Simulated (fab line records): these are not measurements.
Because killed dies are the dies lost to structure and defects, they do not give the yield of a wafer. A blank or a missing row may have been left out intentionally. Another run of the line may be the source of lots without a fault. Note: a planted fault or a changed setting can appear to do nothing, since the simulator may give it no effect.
A lot that was struck, set against a sound lot :: flow sky130 :: 30 steps out of a route of 708
Sound: wafers L387.1, L387.3, L387.4. Wafers L385.3, L385.4, L385.6 were the ones struck. The cause comes at the end.
At each step with rows: each side's tool, then ch and its chambers, then its first start. Under that, the readings that differ: sound wafers :: struck wafers :: difference of the means :: sigmas: that difference in standard deviations of wafers without a fault.
alike: readings whose means differ by less than 2 such deviations, and words and numbers that are the same on both sides. not compared: withheld readings, readings that some wafer has no value for, bounds like >300 that may hide the same value, and numbers for which the record gives no deviation and whose values overlap.
The two part at a step that has a row with sigmas, a row that says differs or no value, or rows on one side only. When numbers do not overlap yet have no deviation, they are printed without sigmas and do not part them. A reading that every wafer of one side lacks parts them only if that side has two wafers or more.

SKY_PWDE_STRIP_09: strips in O2/N2.
  sound on plasmaAsher-01 ch 0,1, day 6 20:56; struck on plasmaAsher-01 ch 0,1, day 6 08:17
reading: stripTimeToEndpointS (s)
sound: 36.84 36.89 36.74
struck: 37.05 37.24 37.07
difference: +0.30
sigmas: +3
  alike: drypumpMotorCurrentA, n2FlowSccm, o2FlowSccm, oesProductAu
  not compared: rfHoursCounterH
SKY_PWDE_TW_MEAS_10:
  sound: filmMetro-03 at day 6 21:02; struck: filmMetro-03 at day 6 08:22
  alike: PWDE_TW
then, 7 steps without rows for these wafers: SKY_NWELL_DEHYDRATE_03 (time 60 s); SKY_NWELL_HMDS_04 (prime time 60 s); SKY_NWELL_COAT_05 (resist thk 3000 nm); SKY_NWELL_SOFTBAKE_06; SKY_NWELL_EXPOSE_07 (exposes mask NWM, target cd 840 nm); SKY_NWELL_PEB_08; SKY_NWELL_DEVELOP_09 (develop time 60 s).
SKY_NWELL_OVL_MEAS_10:
  sound: overlay-01 at day 7 16:41; struck: overlay-01 at day 7 03:58
  alike: NWELL_00_OVL
then, 2 steps without rows for these wafers: SKY_NWELL_IMPLANT_11; SKY_NWELL_IMPLANT_12.
SKY_NWELL_IMPLANT_13:
  sound on implanter-04 ch 0, day 8 01:04; struck on implanter-04 ch 0, day 7 04:55
SKY_NWELL_STRIP_14: strips in O2/N2.
  sound on plasmaAsher-04 ch 0,1, day 8 01:13; struck on plasmaAsher-04 ch 0,1, day 7 05:04
  alike: drypumpMotorCurrentA, n2FlowSccm, o2FlowSccm, oesProductAu, stripTimeToEndpointS
  not compared: rfHoursCounterH
SKY_NWELL_TW_MEAS_15:
  sound: filmMetro-01 at day 8 01:19; struck: filmMetro-03 at day 7 05:08
reading: NWELL_TW
sound: 1797 1805 1788
struck: 1869 1870 1876
difference: +75
sigmas: +3
then, 7 steps without rows for these wafers: SKY_NWELL_DEHYDRATE_16 (time 60 s); SKY_NWELL_HMDS_17 (prime time 60 s); SKY_NWELL_COAT_18 (resist thk 3000 nm); SKY_NWELL_SOFTBAKE_19; SKY_NWELL_EXPOSE_20 (exposes mask NWM COMPLEMENT, target cd 840 nm); SKY_NWELL_PEB_21; SKY_NWELL_DEVELOP_22 (develop time 60 s).
SKY_NWELL_OVL_MEAS_23:
  sound: overlay-01 at day 8 21:28; struck: overlay-01 at day 8 00:56
  alike: NWELL_01_OVL
next, for these wafers, 1 step has no rows: SKY_NWELL_IMPLANT_24.
SKY_NWELL_STRIP_25: strips in O2/N2.
  sound on plasmaAsher-01 ch 0,1, day 8 21:39; struck on plasmaAsher-01 ch 0,1, day 8 01:08
  alike: drypumpMotorCurrentA, n2FlowSccm, o2FlowSccm, oesProductAu, stripTimeToEndpointS
  not compared: rfHoursCounterH
SKY_NWELL_TW_MEAS_26:
  sound: filmMetro-03 at day 8 21:45; struck: filmMetro-03 at day 8 01:14
  alike: NWELL_2_TW
then, 1 step without rows for these wafers: SKY_NWELL_CLEAN_27 (cleans in SC1/SC2, time 150 s).
SKY_NWELL_RTA_28: time 30 s.
  sound on rtpAnneal-01 ch 0, day 8 21:52; struck on rtpAnneal-02 ch 0, day 8 01:21
  alike: chamberO2Ppm, lampPowerPct, rampUpCPerS, wafer_temp_C_max
SKY_NWELL_RS_MEAS_29: uses a four-point probe to measure.
  sound: filmMetro-01 at day 8 21:58; struck: filmMetro-02 at day 8 01:28
reading: NWELL_RS (ohm/sq)
sound: 624.1 625.9 625.6
struck: 605.7 605.2 604.7
difference: -20.0
sigmas: -11
-- the record jumps here: 41 days lie between the struck wafers' starts before and after (it left off in module NWELL and takes up again in module PAD_OPEN, whose first step shown is number 708 of the route) --
SKY_PAD_OPEN_PROBE_99:
  sound: prober-01 at day 49 08:50; struck: prober-01 at day 49 03:05
reading: killedAtOther
sound: 0 0 0
struck: 2 0 1
difference: +1
sigmas: +2

reading: model.etest.pfet_16v.rOnOhmUm
sound: 1.503e+04 1.522e+04 1.53e+04
struck: 1.567e+04 1.578e+04 1.576e+04
difference: +5.533e+02
sigmas: 

reading: model.etest.nfet_16v.rOnOhmUm
sound: 1.409e+04 1.4e+04 1.424e+04
struck: 1.338e+04 1.356e+04 1.349e+04
difference: -6.333e+02
sigmas: 

reading: model.etest.pfetG5v0d10v5.rOnOhmUm
sound: 4668 4661 4706
struck: 5191 5213 5162
difference: +510
sigmas: 

reading: model.etest.tipP.rsOhmSq
sound: 6790 6666 6852
struck: 6863 6913 6882
difference: +117
sigmas: 

reading: model.etest.tip_p_5v.rsOhmSq
sound: 2832 2831 2830
struck: 2964 3011 3016
difference: +166
sigmas: 

reading: model.etest.pfet_01v8.rOnOhmUm
sound: 2786 2830 2772
struck: 2906 2982 2850
difference: +117
sigmas: 

reading: model.etest.pfetG5v0d10v5.driveUaUm
sound: 350.1 352.2 348
struck: 303.3 302.1 305.6
difference: -46.4
sigmas: 

reading: model.etest.pfet_01v8_lvt.driveUaUm
sound: 180.4 181 181.7
struck: 151 148.3 152.2
difference: -31
sigmas: 
  alike: killed_at_M0_to_M3, killed_at_M4_up, killedAtContacts, killedAtFrontEnd, killedDies, killedOpen, killedShort

WHERE THEY PART
Earliest at SKY_PWDE_STRIP_09; latest, in this record, at SKY_PAD_OPEN_PROBE_99.

WHY: what had been put in by the simulator
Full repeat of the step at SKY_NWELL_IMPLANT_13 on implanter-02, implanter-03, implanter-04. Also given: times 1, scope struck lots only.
